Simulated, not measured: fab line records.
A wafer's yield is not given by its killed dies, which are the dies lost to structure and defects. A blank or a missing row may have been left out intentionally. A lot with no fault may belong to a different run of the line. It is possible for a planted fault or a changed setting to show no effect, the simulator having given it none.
Matching of chambers	flow gf180mcu	4 sister chambers for GF_CONTACT_CMP_27 on cmp-01
The step polishes, stops on SiO2, t overpolish 15 s, target thk 0 nm. 8 wafers are shown with their chamber, then 7 later ones without.

## EACH WAFER AND ITS CHAMBER
wafer	chamber	motor_current_A (A)	slurry_flow_ml_min
L606.4	3	10.5	150.2
L607.2	1	12.0	150.3
L607.6	0	10.7	149.4
L608.1	2	11.9	149.5
L608.3	1	11.3	149.6
L608.4	3	10.1	150.1
L609.1	2	12.6	150.0
L609.2	0	11.1	149.2

## WAFERS WHOSE CHAMBER IS MISSING
wafer	motor_current_A (A)	slurry_flow_ml_min
L609.3	10.7	149.8
L611.2	12.1	150.9
L611.3	10.9	151.1
L611.6	10.6	150.8
L612.1	11.4	149.7
L612.3	11.0	149.4
L612.6	11.9	150.9

## THE CHAMBER EACH PASSED THROUGH
wafer	from the rows above	in truth
L609.3	can't be placed: 3 or 0 or 1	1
L611.2	can't be placed: 1 or 2 or 3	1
L611.3	can't be placed: 3 or 1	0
L611.6	can't be placed: 3 or 1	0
L612.1	can't be placed: 1 or 0 or 2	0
L612.3	can't be placed: 0 or 1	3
L612.6	can't be placed: 1 or 2 or 3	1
Correctly placed: 0 of 7. From these rows, 7 cannot be placed; in 4 the true chamber is one of the candidates. Number placed wrongly: 0.
How it was worked out, from the rows above alone: a wafer's distance from a chamber is the root of the sum, over the readings, of the square of ((its reading less the chamber's mean) divided by the reading's scatter). The wafer belongs to the nearest chamber; if the next one is less than 2 further off, it can't be placed. A chamber's mean is the mean of its shown wafers. The scatter is the square root of a quotient: the sum, over the shown wafers, of each reading's squared deviation from its chamber's mean, divided by wafers minus chambers.
